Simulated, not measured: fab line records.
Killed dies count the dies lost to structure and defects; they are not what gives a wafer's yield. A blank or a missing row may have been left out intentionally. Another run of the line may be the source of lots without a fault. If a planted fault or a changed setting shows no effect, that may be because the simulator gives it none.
Matching of chambers | flow sky130 | cmp-01 running SKY_CONTACT_CMP_04: 4 sister chambers
The step polishes SiO2. 8 wafers are shown with their chamber, then 10 later ones without.

## WAFERS, EACH WITH ITS CHAMBER
wafer  | chamber | motorCurrentA (A) | timeToEndpointS (s)
L078.6 | 1       | 11.0              | 71
L082.6 | 1       | 10.5              | 69
L081.2 | 2       | 14.8              | 78
L084.1 | 2       | 14.0              | 81
L084.3 | 0       | 10.8              | 79
L084.4 | 3       | 13.2              | 78
L087.2 | 0       | 10.6              | 77
L087.3 | 3       | 13.2              | 83

## WAFERS WITHOUT THEIR CHAMBER
wafer  | motorCurrentA (A) | timeToEndpointS (s)
L087.5 | 11.0              | 73
L086.1 | 11.5              | 72
L086.2 | 14.9              | 80
L086.3 | 11.0              | 75
L092.2 | 13.6              | 87
L092.3 | 14.8              | 81
L092.4 | 10.7              | 82
L093.2 | 10.8              | 77
L093.4 | 11.1              | 76
L093.6 | 10.6              | 83

## WHICH CHAMBER EACH WENT THROUGH
wafer  | from the rows above     | in truth
L087.5 | can't be placed: 1 or 0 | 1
L086.1 | can't be placed: 1 or 0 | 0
L086.2 | 2                       | 2
L086.3 | can't be placed: 0 or 1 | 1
L092.2 | can't be placed: 3 or 2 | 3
L092.3 | 2                       | 2
L092.4 | 0                       | 0
L093.2 | 0                       | 0
L093.4 | can't be placed: 0 or 1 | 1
L093.6 | 0                       | 0
Correct placement for 5 of the 10. Can't be placed from these rows: 5 (the true chamber is among the candidates in 5). Placed wrongly: 0.
How it was worked out, from the rows above alone: a wafer's distance from a chamber is the root of the sum, over the readings, of the square of ((its reading less the chamber's mean) divided by the reading's scatter). The wafer belongs to the nearest chamber; if the next one is less than 2 further off, it can't be placed. The mean given for a chamber averages the wafers shown for that chamber. The scatter is the square root of a quotient: the sum, over the shown wafers, of each reading's squared deviation from its chamber's mean, divided by wafers minus chambers.
